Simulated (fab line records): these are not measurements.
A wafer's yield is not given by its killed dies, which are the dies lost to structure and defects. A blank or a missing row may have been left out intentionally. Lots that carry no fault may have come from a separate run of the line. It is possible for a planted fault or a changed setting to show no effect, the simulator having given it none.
Chamber matching :: flow gf180mcu :: hdpcvd-02 running GF_V3_CVD_00: 3 sister chambers
The step deposits SiO2, target thk 600 nm, time 100 s. 3 wafers are shown with their chamber, then 7 later ones without.

WAFERS PAIRED WITH THEIR CHAMBERS
wafer: L208.3
chamber: 1
susceptorTempC (C): 399.99

wafer: L223.2
chamber: 2
susceptorTempC (C): 399.90

wafer: L223.3
chamber: 0
susceptorTempC (C): 399.88

WAFERS WITHOUT THEIR CHAMBER
wafer: L223.5
susceptorTempC (C): 399.99

wafer: L225.1
susceptorTempC (C): 400.19

wafer: L225.3
susceptorTempC (C): 400.00

wafer: L225.5
susceptorTempC (C): 399.68

wafer: L227.1
susceptorTempC (C): 399.97

wafer: L227.3
susceptorTempC (C): 400.42

wafer: L227.5
susceptorTempC (C): 400.01

WHICH CHAMBER EACH ONE RAN IN
wafer: L223.5
from the rows above: can't be placed: 1 or 2 or 0
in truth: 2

wafer: L225.1
from the rows above: can't be placed: 1 or 2 or 0
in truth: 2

wafer: L225.3
from the rows above: can't be placed: 1 or 2 or 0
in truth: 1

wafer: L225.5
from the rows above: can't be placed: 0 or 2 or 1
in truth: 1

wafer: L227.1
from the rows above: can't be placed: 1 or 2 or 0
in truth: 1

wafer: L227.3
from the rows above: can't be placed: 1 or 2 or 0
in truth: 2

wafer: L227.5
from the rows above: can't be placed: 1 or 2 or 0
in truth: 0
Correct placement for 0 of the 7. Unplaceable from these rows: 7, with the true chamber sitting among the candidates in 7. Number placed wrongly: 0.
How it was worked out, from the rows above alone: a wafer's distance from a chamber is the root of the sum, over the readings, of the square of ((its reading less the chamber's mean) divided by the reading's scatter). The wafer belongs to the nearest chamber; if the next one is less than 2 further off, it can't be placed. A chamber's mean is the mean of its shown wafers. The scatter: with one shown wafer a chamber, the root of the mean of the squares of how far each hidden wafer lies from its nearest shown one.
